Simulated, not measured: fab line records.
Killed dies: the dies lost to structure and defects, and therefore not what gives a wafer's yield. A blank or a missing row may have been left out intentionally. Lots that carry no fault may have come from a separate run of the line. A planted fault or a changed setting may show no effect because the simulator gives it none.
fab line records	flow gf180mcu
record: lots: 5	wafers: 14	lastDay: 34
route steps=602 shown V5@540
lots untouched by any fault: they come from a run of this same line in which no faults occurred
startH: hours from the record's first day to the start of the lot's first wafer shown	waitH: hours from the lot's prior step to this one	" repeats the value in the row above	L1.1+2: a single row standing in for several wafers	- either no value or no given start	* or withheld: withheld	< > ~ a bound
route shown NAME@n: NAME is a module with steps in the file, n the number in the route of the first one	usual: the fault-free wafers' mean and standard deviation	same: alike in all rows	chamber/n: place in a boat	sites: readings site by site	_std_site: how widely they spread, as a standard deviation	_edge_site: outer sites' mean less inner sites'	radiusMm: for every site, how far away it sits from the centre of the wafer	mask NAME#n: copy n	behind: the most recent tool/chamber to have shaped the wafer	hold: why the lot went on hold/how many hours it stayed there/how the hold came to an end	device: whichever transistor did not switch (one of n, p or np)	end of line: the same wafers' tests at the end of the route	where a step has no rows: the recipe by itself	killed: at the first sort, the dies lost to defects and structure; wafer yield is something else	map: a wafer's dies, marking killed ones x, the rest . and places with no die _
set.NAME: the setting the step ran with; set.NAME@STEP: the setting that earlier step ran with	model.NAME: the simulator's own value behind a step, which no gauge read
certain route steps with their lots: each step a table, each wafer a row
services: the hour from which a tool's chamber was out of use, counted from the record's first day as startH (under 0 if before that day), plus the number of hours and why
== steps ==
step: GF_V5_CVD_00
recipe: material: SiO2	targetThkNm: 300	sigmaOpenFrac: 0.3	tempC: 400	timeS: 50	sih4FlowSccm: 60	pressureMtorr: 6
step: GF_V5_THK_MEAS_01
recipe: reads: SiO2_of_V5_CVD_00
usual: V5_CVD_00_THK: 300.4/2.9
lot.wafer	tool	chamber	startH	waitH	V5_CVD_00_THK[nm]
L287.2	filmMetro-03	-	638.02	0.0	299.4
L287.4	"	-	"	"	299.3
L287.5	"	-	"	"	297.8
L288.2	filmMetro-03	-	643.67	0.0	297.6
L288.3	"	-	"	"	300.6
L288.5	"	-	"	"	300.1
L297.1	filmMetro-02	-	710.09	0.0	298.3
L297.4	"	-	"	"	299.5
L304.3	filmMetro-03	-	752.50	0.0	300.7
L304.5	"	-	"	"	302.6
L304.6	"	-	"	"	301.9
L305.2	filmMetro-02	-	753.38	0.1	301.4
L305.4	"	-	"	"	301.0
L305.6	"	-	"	"	300.7
step: GF_V5_CVD_02
recipe: material: SiO2	targetThkNm: 1450	precursor: TEOS	tempC: 400	timeS: 163.28	rfW: 600
usual: heaterPowerW: 620/120
lot.wafer	tool	chamber	startH	waitH	heaterPowerW
L287.2	pecvd-04	1	638.07	0.0	623
L287.4	"	0	"	"	595
L287.5	"	1	"	"	569
L288.2	pecvd-01	1	643.72	0.0	572
L288.3	"	0	"	"	777
L288.5	"	0	"	"	614
L297.1	pecvd-04	1	710.15	0.1	524
L297.4	"	2	"	"	578
L304.3	pecvd-03	2	752.54	0.0	650
L304.5	"	0	"	"	389
L304.6	"	2	"	"	530
L305.2	pecvd-03	1	753.43	0.0	609
L305.4	"	2	"	"	666
L305.6	"	1	"	"	488
step: GF_V5_THK_MEAS_03
recipe: reads: SiO2_of_V5_CVD_02
usual: V5_CVD_02_THK: 1446/16
lot.wafer	tool	chamber	startH	waitH	V5_CVD_02_THK[nm]
L287.2	filmMetro-03	-	638.25	0.1	1422
L287.4	"	-	"	"	1463
L287.5	"	-	"	"	1461
L288.2	filmMetro-04	-	643.84	0.1	1441
L288.3	"	-	"	"	1434
L288.5	"	-	"	"	1442
L297.1	filmMetro-04	-	710.26	0.1	1453
L297.4	"	-	"	"	1464
L304.3	filmMetro-03	-	752.67	0.1	1447
L304.5	"	-	"	"	1459
L304.6	"	-	"	"	1470
L305.2	filmMetro-04	-	753.55	0.1	1446
L305.4	"	-	"	"	1457
L305.6	"	-	"	"	1469
step: GF_V5_CMP_04
recipe: material: SiO2	downForcePsi: 4	platenRpm: 60	padVelocityMS: 0.94248
usual: edgeZonePressureFrac: 0.999/0.0046	motorCurrentA: 12.4/1.1
lot.wafer	tool	chamber	startH	waitH	edgeZonePressureFrac	motorCurrentA
L287.2	cmp-02	3	638.30	0.0	0.995	13.0
L287.4	"	1	"	"	1.002	12.4
L287.5	"	0	"	"	1.005	13.5
L288.2	cmp-02	2	644.14	0.3	1.011	11.3
L288.3	"	0	"	"	1.000	13.3
L288.5	"	3	"	"	0.999	12.6
L297.4	cmp-01	2	710.37	0.1	1.004	13.8
L297.1	"	0	"	"	0.995	11.6
L304.3	cmp-01	2	752.76	0.1	1.000	14.2
L304.6	"	1	"	"	0.996	12.7
L304.5	"	2	"	"	0.998	14.4
L305.2	cmp-02	1	753.65	0.1	0.993	11.2
L305.4	"	2	"	"	0.999	11.6
L305.6	"	1	"	"	0.998	12.1
step: GF_V5_BOW_MEAS_05
recipe: mode: bow
usual: V5_BOW: 134/9.4
lot.wafer	tool	chamber	startH	waitH	V5_BOW[um]
L287.2	filmMetro-04	-	638.62	0.3	131
L287.4	"	-	"	"	126
L287.5	"	-	"	"	126
L288.2	filmMetro-04	-	644.46	0.3	142
L288.3	"	-	"	"	132
L288.5	"	-	"	"	125
L297.1	filmMetro-04	-	710.62	0.1	130
L297.4	"	-	"	"	120
L304.3	filmMetro-02	-	753.05	0.2	141
L304.5	"	-	"	"	146
L304.6	"	-	"	"	143
L305.2	filmMetro-02	-	753.92	0.2	139
L305.4	"	-	"	"	128
L305.6	"	-	"	"	122
step: GF_V5_DEHYDRATE_06
recipe: tempC: 200	timeS: 60
step: GF_V5_HMDS_07
recipe: primeTimeS: 60	primeTempC: 120
step: GF_V5_COAT_08
recipe: resist: BARC	tempC: withheld	timeS: withheld	spinRpm: withheld	resistThkNm: withheld
step: GF_V5_COAT_09
recipe: resist: KrF	spinRpm: withheld	resistThkNm: 1000
step: GF_V5_SOFTBAKE_10
recipe: tempC: 130	timeS: 60	resist: KrF
step: GF_V5_EXPOSE_11
recipe: maskId: Via5	targetCdNm: 260	na: 0.68	sourceShape: conventional	sigmaOuter: 0.6	doseMj: 38
step: GF_V5_PEB_12
recipe: pebTempC: 135	pebTimeS: 90	resist: KrF
usual: heaterPowerTotalW: 85.70/0.078	resistLineTempC: 22.97/0.12
lot.wafer	tool	chamber	startH	waitH	heaterPowerTotalW	resistLineTempC
L287.2	lithoTrack-02	0	657.98	-	85.63	23.09
L287.4	"	0	"	"	85.61	23.07
L287.5	"	0	"	"	85.64	22.80
L288.2	lithoTrack-04	0	663.50	-	85.73	23.11
L288.3	"	0	"	"	85.62	22.97
L288.5	"	0	"	"	85.77	23.13
L297.1	lithoTrack-04	0	728.07	-	91.31	23.03
L297.4	"	0	"	"	91.10	23.07
L304.3	lithoTrack-03	0	769.07	-	85.68	22.77
L304.5	"	0	"	"	85.76	22.83
L304.6	"	0	"	"	85.76	22.95
L305.2	lithoTrack-02	0	769.93	-	85.70	23.02
L305.4	"	0	"	"	85.84	22.88
L305.6	"	0	"	"	85.62	22.98
step: GF_V5_DEVELOP_13
recipe: developTimeS: 60	resist: KrF	devTempC: 21
step: GF_V5_CD_MEAS_14
recipe: targetCdNm: 260
usual: cdNm: 260.4/1.2
lot.wafer	tool	chamber	startH	waitH	hold	cdNm
L287.2	cdSem-01	-	658.32	0.1	-	262.0
L287.4	"	-	"	"	-	262.6
L287.5	"	-	"	"	-	260.9
L288.2	cdSem-01	-	663.84	0.1	-	259.1
L288.3	"	-	"	"	-	259.3
L288.5	"	-	"	"	-	259.7
L297.1	cdSem-01	-	728.42	0.1	awaitDispo/0.2h/release	255.1
L297.4	"	-	"	"	awaitDispo/0.2h/release	257.3
L297.1	cdSem-01	-	728.70	0.3	-	255.0
L297.4	"	-	"	"	-	257.3
L304.3	cdSem-01	-	769.39	0.1	-	262.8
L304.5	"	-	"	"	-	262.0
L304.6	"	-	"	"	-	261.0
L305.2	cdSem-02	-	770.27	0.1	-	260.2
L305.4	"	-	"	"	-	260.4
L305.6	"	-	"	"	-	259.8
step: GF_V5_OVL_MEAS_15
usual: V5_OVL: -4/6.8
lot.wafer	tool	chamber	startH	waitH	hold	V5_OVL[nm]
L287.2	overlay-02	-	658.42	0.1	-	4
L287.4	"	-	"	"	-	-2
L287.5	"	-	"	"	-	-1
L288.2	overlay-02	-	663.94	0.1	-	-11
L288.3	"	-	"	"	-	-20
L288.5	"	-	"	"	-	-18
L297.1	overlay-01	-	734.51	5.8	awaitDispo/5.7h/release	-9
L297.4	"	-	"	"	awaitDispo/5.7h/release	3
L304.3	overlay-02	-	769.48	0.1	-	-10
L304.5	"	-	"	"	-	-10
L304.6	"	-	"	"	-	-12
L305.2	overlay-01	-	770.37	0.1	-	-3
L305.4	"	-	"	"	-	-8
L305.6	"	-	"	"	-	-1
step: GF_V5_ETCH_16
recipe: chemistry: N2/H2	targetDepthA: withheld	overetchA: withheld	timeS: withheld	target: BARC	ionEnergyEv: 200	sourceW: 500	biasW: 100	pressureMtorr: 30	n2FlowSccm: 100	h2FlowSccm: 200
usual: drypumpMotorCurrentA: 5.6/0.57	oesProductAu: 0.855/0.0046	throttleValvePct: 13.224/0.0084
lot.wafer	tool	chamber	startH	waitH	drypumpMotorCurrentA	oesProductAu	throttleValvePct	model.V5.cdNm
L287.2	rieDiel-03	3	658.45	0.0	5.1	0.859	13.206	262
L287.4	"	0	"	"	5.2	0.858	13.225	263
L287.5	"	2	"	"	4.8	0.858	13.222	261.5
L288.2	rieDiel-04	1	663.97	0.0	6.1	0.864	13.220	259.7
L288.3	"	2	"	"	6.5	0.867	13.214	259.1
L288.5	"	2	"	"	6.5	0.858	13.244	259
L297.1	rieDiel-03	0	734.54	0.0	5.2	0.855	13.222	255.6
L297.4	"	3	"	"	5.1	0.860	13.223	257.5
L304.3	rieDiel-01	2	769.51	0.0	5.8	0.854	13.229	262.7
L304.5	"	2	"	"	5.8	0.859	13.224	-
L304.6	"	3	"	"	6.4	0.851	13.231	261.1
L305.2	rieDiel-03	0	770.40	0.0	5.2	0.847	13.210	260.3
L305.4	"	3	"	"	5.1	0.853	13.232	260.7
L305.6	"	0	"	"	5.2	0.843	13.224	260
step: GF_V5_ETCH_17
recipe: chemistry: C4F8/O2/Ar	maskMaterial: KrF	target: SiO2	stopOn: TiN	sourceW: 1500	biasW: 1200	pressureMtorr: 40	c4f8FlowSccm: withheld	O2_flow_sccm: 6	Ar_flow_sccm: 300	timeS: withheld	targetDepthA: 8550
usual: oesProductAu: 0.860/0.0047
lot.wafer	tool	chamber	startH	waitH	oesProductAu	model.V5.cdNm
L287.2	rieDiel-03	3	-	-	0.861	261.9
L287.4	"	0	"	"	0.854	263.6
L287.5	"	2	"	"	0.858	260.6
L288.2	rieDiel-04	1	-	-	0.861	260.8
L288.3	"	2	"	"	0.861	260.8
L288.5	"	2	"	"	0.864	260.7
L297.1	rieDiel-03	0	-	-	0.861	255.1
L297.4	"	3	"	"	0.863	257.3
L304.3	rieDiel-01	2	-	-	0.861	263.7
L304.5	"	2	"	"	0.861	263
L304.6	"	3	"	"	0.855	260.3
L305.2	rieDiel-03	0	-	-	0.853	259.7
L305.4	"	3	"	"	0.858	260.7
L305.6	"	0	"	"	0.862	259.6
step: GF_V5_STRIP_18
recipe: chemistry: O2/N2	powerW: 1400	pressureMtorr: 1500	platenTempC: 250	o2FlowSccm: 3000	n2FlowSccm: 300	overashFraction: 0.5
usual: drypumpMotorCurrentA: 5.9/0.33	heaterPowerW: 316/21	oesProductAu: 0.568/0.0049
lot.wafer	tool	chamber	startH	waitH	drypumpMotorCurrentA	heaterPowerW	oesProductAu	rfHoursCounterH
L287.2	plasmaAsher-02	0	658.61	-	6.5	326	0.564	89
L287.4	"	1	"	"	5.7	305	0.569	-
L287.5	"	1	"	"	5.7	317	0.570	-
L288.2	plasmaAsher-01	1	664.13	-	6.1	315	0.575	98
L288.3	"	1	"	"	6.1	314	0.569	-
L288.5	"	0	"	"	5.7	308	0.560	-
L297.1	plasmaAsher-02	1	734.70	-	5.7	312	0.574	96
L297.4	"	1	"	"	5.7	314	0.567	-
L304.3	plasmaAsher-04	0	769.69	-	6.0	342	0.574	-
L304.5	"	0	"	"	6.0	352	0.575	-
L304.6	"	1	"	"	5.5	289	0.563	-
L305.2	plasmaAsher-02	0	770.55	-	6.4	323	0.570	100
L305.4	"	0	"	"	6.5	338	0.569	-
L305.6	"	1	"	"	5.7	316	0.574	-
== services ==
tool	chamber	startH	hours	kind
pecvd-04	1	617.12	7.2	repair
cmp-01	-	630.09	9.0	pm
pecvd-04	-	636.23	0.9	repair
plasmaAsher-02	-	636.88	2.8	pm
pecvd-04	2	637.57	45.8	repair
cmp-01	-	639.88	19.3	repair
plasmaAsher-02	-	665.79	4.1	repair
pecvd-04	0	669.12	11.8	repair
pecvd-03	0	671.42	7.3	repair
pecvd-04	-	678.49	0.9	repair
rieDiel-01	2	683.64	5.0	repair
pecvd-04	2	686.55	23.3	repair
rieDiel-04	1	695.66	7.5	repair
cmp-02	-	701.32	1.4	repair
rieDiel-01	-	703.21	2.3	repair
rieDiel-03	1	710.50	29.3	repair
plasmaAsher-01	-	713.76	2.8	pm
cmp-02	-	720.36	3.2	repair
rieDiel-04	3	723.42	3.8	repair
cmp-01	-	737.47	1.7	repair
cmp-01	-	744.28	4.0	pm
plasmaAsher-02	-	747.42	14.6	pm
cmp-01	-	768.07	2.1	repair
pecvd-03	-	770.17	6.0	pm
== key ==
firstSign: step: GF_V5_PEB_12	reading: heaterPowerTotalW	direction: up	sigmas: 70	usual: 85.70	struck: 91.20
effect: step: GF_V5_CD_MEAS_14	reading: visit	direction: added
modelEffect: step: GF_V5_ETCH_16	value: V5.cdNm	without: 261.5	struck: 256.6
modelEffect: step: GF_V5_ETCH_17	value: V5.cdNm	without: 261.1	struck: 256.2
metAt GF_V5_PEB_12
struckWafers L297.1,L297.4
sortLeftOut L297.1,L297.4
onsetBetween 663.50 728.07
fault: kind: processParameterDrift	tool: lithoTrack-04	chamber: -	onsetH: 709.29	steps: GF_V5_PEB_12	channel: pebTimeS	offset: *	shape: step	endH: 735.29	scope: struckWafersOnly	actsIn: *	stated: *
sortLeftOut: the simulated sort isn't trusted on such a fault, so these wafers' sort isn't shown, and their yield isn't known
